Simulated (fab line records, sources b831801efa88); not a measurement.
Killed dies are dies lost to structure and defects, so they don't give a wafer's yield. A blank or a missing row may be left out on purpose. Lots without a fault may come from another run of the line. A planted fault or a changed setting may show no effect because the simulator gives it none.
One fault seen from 2 desks | flow sfq_line | each desk has only its own numbers; what lay behind them comes last

THE TOOL OWNER'S DESK: pecvd-03
The tool's own readings at SFQ_TRILAYER_L0_CAP_PECVD_011 (deposits SiO2 from SiH4/N2O, time 13.333 s, target thk 60 nm): means of the sampled wafers that have a number, for each lot that ran on this tool. A lot is out of limits, marked OUT, if its mean lies more than 4 standard deviations from the usual mean; the brackets give that distance.
Columns: A = heater_power_w at SFQ_TRILAYER_L0_CAP_PECVD_011, usual 81 W; B = throttle_valve_pct at SFQ_TRILAYER_L0_CAP_PECVD_011, usual 24.1 %
lot  | first seen here | A  | B
L671 | day 5 02:06     | 78 | 23.8
L674 | day 5 22:02     | 65 | 23.0
L676 | day 6 06:16     | 72 | 23.7
L677 | day 6 09:22     | 74 | 23.4
L681 | day 7 10:04     | 79 | 23.3
L682 | day 7 14:42     | 69 | 23.4
L684 | day 8 02:38     | 67 | 23.5
This desk's finding: nothing out of limits on any of the 7 lots.

THE METROLOGY DESK
What the gauges read, lot by lot, whatever tool the lot ran on: means of the sampled wafers that have a number. A lot is out of limits, marked OUT, if its mean lies more than 4 standard deviations from the usual mean; the brackets give that distance.
Columns: A = M7_OVL at SFQ_M7_OVL_MEAS_945, usual 1 nm
lot  | first seen here | A
L668 | day 67 08:04    | -1
L669 | day 67 09:16    | 5
L670 | day 67 10:28    | 4
L671 | day 67 11:40    | -1
L673 | day 67 14:04    | 3
L674 | day 67 15:16    | -4
L675 | day 67 16:28    | -4
L676 | day 67 18:28    | -10
L677 | day 70 06:54    | 3
L678 | day 70 09:13    | 3
L681 | day 72 05:44    | 5
L682 | day 73 15:37    | 4
L684 | day 74 15:28    | 2
L687 | day 75 04:30    | -0
This desk's finding: nothing out of limits on any of the 14 lots.

PUT TOGETHER
The tool owner's desk saw nothing out of limits.
The metrology desk saw nothing out of limits.

WHAT THE SIMULATOR HAD PUT IN
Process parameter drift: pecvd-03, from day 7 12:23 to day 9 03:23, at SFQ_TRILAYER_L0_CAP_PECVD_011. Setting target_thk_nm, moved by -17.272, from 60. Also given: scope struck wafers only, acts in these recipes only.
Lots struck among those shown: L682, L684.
